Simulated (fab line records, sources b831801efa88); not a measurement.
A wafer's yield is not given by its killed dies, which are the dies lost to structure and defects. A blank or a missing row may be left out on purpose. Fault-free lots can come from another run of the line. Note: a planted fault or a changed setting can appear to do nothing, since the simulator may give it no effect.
One fault seen from 2 desks -- flow sfqLine -- every desk sees just its own numbers, and what lay behind them comes last

FROM THE METROLOGY DESK
What the gauges read for every lot (on any tool): the sampled wafers with a number, averaged. A lot is out of limits, marked OUT, if its mean lies more than 4 standard deviations from the usual mean; the brackets give that distance.
Columns: A = M5_OVL at SFQ_M5_OVL_MEAS_932, usual 1 nm
lot,first seen here,A
L160,day 59 02:58,1
L162,day 59 10:10,4
L166,day 59 17:22,2
L167,day 59 19:46,-2
L173,day 62 19:46,7
L174,day 64 05:22,0
L176,day 65 01:46,4
This desk's finding: nothing out of limits on any of the 7 lots.

THE TOOL OWNER'S DESK: pecvd-03
The tool's own readings at SFQ_TRILAYER_A5B_DEP_PECVD_129 (deposits SiO2 from SiH4/N2O, time 133.33 s, target thk 600 nm): means of the sampled wafers that have a number, for each lot that ran on this tool. A lot is out of limits, marked OUT, if its mean lies more than 4 standard deviations from the usual mean; the brackets give that distance.
Columns: A = heaterPowerW at SFQ_TRILAYER_A5B_DEP_PECVD_129, usual 81 W; B = runLengthS at SFQ_TRILAYER_A5B_DEP_PECVD_129, usual 161.3 s; C = susceptorTempC at SFQ_TRILAYER_A5B_DEP_PECVD_129, usual 149.99 C; D = throttleValvePct at SFQ_TRILAYER_A5B_DEP_PECVD_129, usual 25.2 %
lot,first seen here,A,B,C,D
L160,day 59 04:02,68,161.5,150.01,26.7
L162,day 59 11:16,71,138.3 (-40) OUT,-,26.1
L166,day 59 18:28,75,145.6 (-28) OUT,150.10,26.2
L167,day 59 20:52,68,149.1 (-21) OUT,150.15,26.8
L173,day 62 20:51,70,161.3,150.07,26.6
L176,day 65 02:50,77,161.6,150.00,26.2
This desk finds L162, L166, L167 out of limits, L162 being first, at day 59 11:16 (runLengthS at SFQ_TRILAYER_A5B_DEP_PECVD_129). L160, L173, L176 stayed within limits.

TAKEN TOGETHER
An alarm could have come from the tool owner's desk at day 59 11:16, on L162, L166, L167.
From the metrology desk's view, nothing was out of limits.
The metrology desk has L162, L166, L167 on record, within its limits.
Of the lots named, all ran SFQ_TRILAYER_A5B_DEP_PECVD_129 on pecvd-03.

WHAT THE SIMULATOR HAD PUT IN
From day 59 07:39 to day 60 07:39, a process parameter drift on pecvd-03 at SFQ_TRILAYER_A5B_DEP_PECVD_129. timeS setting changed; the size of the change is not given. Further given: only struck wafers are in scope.
Lots struck among those shown: L162, L166, L167.
How many hours passed from the start of the fault until each desk's first out-of-limits reading: the tool owner's desk, 4.
